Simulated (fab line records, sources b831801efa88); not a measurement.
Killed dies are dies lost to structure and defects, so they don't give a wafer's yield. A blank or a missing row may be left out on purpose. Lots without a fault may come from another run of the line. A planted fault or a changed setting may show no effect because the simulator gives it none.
A struck lot beside a sound one | flow sky130 | 37 steps out of a route of 708
Sound: wafers L478.3, L478.5, L478.6. Struck: wafer L486.4. (L486.2 of the same lot was not struck and is left out.) The cause comes at the end.
At each step with rows: each side's tool, then ch and its chambers, then its first start. Under that, the readings that differ: sound wafers | struck wafers | difference of the means | sigmas: that difference in standard deviations of wafers without a fault.
alike: readings whose means differ by less than 2 such deviations, and words and numbers that are the same on both sides. not compared: withheld readings, readings that some wafer has no value for, bounds like >300 that may hide the same value, and numbers for which the record gives no deviation and whose values overlap.
The two part at a step that has a row with sigmas, a row that says differs or no value, or rows on one side only. Numbers that don't overlap but have no deviation are shown without sigmas and don't part them. A reading that every wafer of one side lacks parts them only if that side has two wafers or more.

first, 10 steps without rows for these wafers: SKY_VIA3_ETCH_15 (etches SiO2 in C4F8/O2/Ar, stops on TiN, target depth 507 nm, time 78 s); SKY_VIA3_STRIP_16 (strips in O2/N2); SKY_VIA3_STRIP_17 (strips in post etch residue remover, time 1200 s); SKY_VIA3_CLEAN_18 (cleans in IPA, time 180 s); SKY_VIA3_CLEAN_19 (cleans in O3/DIW); SKY_VIA3_SPUTTER_20 (material TiN, target thk 20 nm, time 80 s); SKY_VIA3_CVD_21 (deposits W, target thk 390 nm, time 117.31 s); SKY_VIA3_CMP_24 (polishes, stops on SiO2, t overpolish 20 s, target thk 0 nm); SKY_METAL4_SPUTTER_00 (material Ti, target thk 15 nm, time 10 s); SKY_METAL4_SPUTTER_01 (material TiN, target thk 20 nm, time 16.7 s).
SKY_METAL4_SPUTTER_02: material AlCu, target thk 735 nm, time 39.1 s.
  sound on pvd_sputter-01, day 42 03:07; struck on pvd_sputter-03, day 44 06:09
  reading                                     | sound             | struck | difference | sigmas
  model.AlCu_of_METAL4_SPUTTER_02.thk_nm (nm) | 720.6 724.4 726.6 | 854.2  | +130.3     |
  alike: throttle_valve_pct
then, 24 steps without rows for these wafers: SKY_METAL4_SPUTTER_03 (material Ti, target thk 5 nm, time 3.3 s); SKY_METAL4_SPUTTER_04 (material TiN, target thk 70 nm, time 58.3 s); SKY_CAP2M_CVD_00 (deposits SiO2, target thk 15.5 nm); SKY_CAP2M_SPUTTER_02 (material TiN, target thk 200 nm, time 166.7 s); SKY_CAP2M_DEHYDRATE_05 (time 60 s); SKY_CAP2M_HMDS_06 (prime time 60 s); SKY_CAP2M_COAT_07 (resist thk 1140 nm); SKY_CAP2M_SOFTBAKE_08 (time 60 s); SKY_CAP2M_EXPOSE_09 (exposes mask CAP2M, target cd 1000 nm); SKY_CAP2M_PEB_10; SKY_CAP2M_DEVELOP_11 (develop time 60 s); SKY_CAP2M_METAL_ETCH_13 (etches TiN in Cl2/BCl3, stops on SiO2, target depth 220 nm, time 62.9 s); SKY_CAP2M_STRIP_14 (strips in O2/N2); SKY_CAP2M_STRIP_15 (strips in post etch residue remover, time 1200 s); SKY_CAP2M_CLEAN_16 (cleans in IPA, time 180 s); SKY_CAP2M_CLEAN_17 (cleans in O3/DIW); SKY_METAL4_DEHYDRATE_05 (time 60 s); SKY_METAL4_HMDS_06 (prime time 60 s); SKY_METAL4_COAT_07 (resist thk 60 nm); SKY_METAL4_COAT_08 (resist thk 1140 nm); SKY_METAL4_SOFTBAKE_09 (time 90 s); SKY_METAL4_EXPOSE_10 (exposes mask MM4, target cd 300 nm); SKY_METAL4_PEB_11; SKY_METAL4_DEVELOP_12 (develop time 60 s).
SKY_METAL4_METAL_ETCH_18: etches the open film in Cl2/BCl3, stops on SiO2, target depth 845 nm, time 183.1 s.
  sound on rie_metal-04 ch 0,1, day 44 02:44; struck on rie_metal-01 ch 0, day 46 01:44
  reading               | sound             | struck | difference | sigmas
  oes_product_au (a.u.) | 0.856 0.863 0.872 | 0.934  | +0.070     | +11
  alike: bias_w, drypump_motor_current_A, throttle_valve_pct
  not compared: rf_hours_counter_h
-- the record jumps here: 3 days lie between the struck wafers' starts before and after (it left off in module METAL4 and takes up again in module PAD_OPEN, whose first step shown is number 708 of the route) --
SKY_PAD_OPEN_PROBE_99:
  sound on prober-01, day 47 20:37; struck on prober-02, day 49 13:15
  reading                      | sound                   | struck  | difference | sigmas
  model.etest.met4.line_ohm_um | 0.1485 0.1457 0.1448    | 0.1214  | -0.0249    |
  model.etest.met4.rs_ohm_sq   | 0.04408 0.04329 0.04328 | 0.03715 | -0.00640   |
  alike: defect_limited_yield, killed_at_M0_to_M3, killed_at_M4_up, killed_at_contacts, killed_at_front_end, killed_at_other, killed_dies, killed_open, killed_short, sort_bin_3_pad_short, sort_bin_5_function, sort_bin_6_memory, sort_n_pass, sort_yield_pct

WHERE THEY PART
Only at SKY_METAL4_METAL_ETCH_18, within this record. Later steps at which nothing parts them and some readings are alike: SKY_PAD_OPEN_PROBE_99.

WHY: what the simulator had put in
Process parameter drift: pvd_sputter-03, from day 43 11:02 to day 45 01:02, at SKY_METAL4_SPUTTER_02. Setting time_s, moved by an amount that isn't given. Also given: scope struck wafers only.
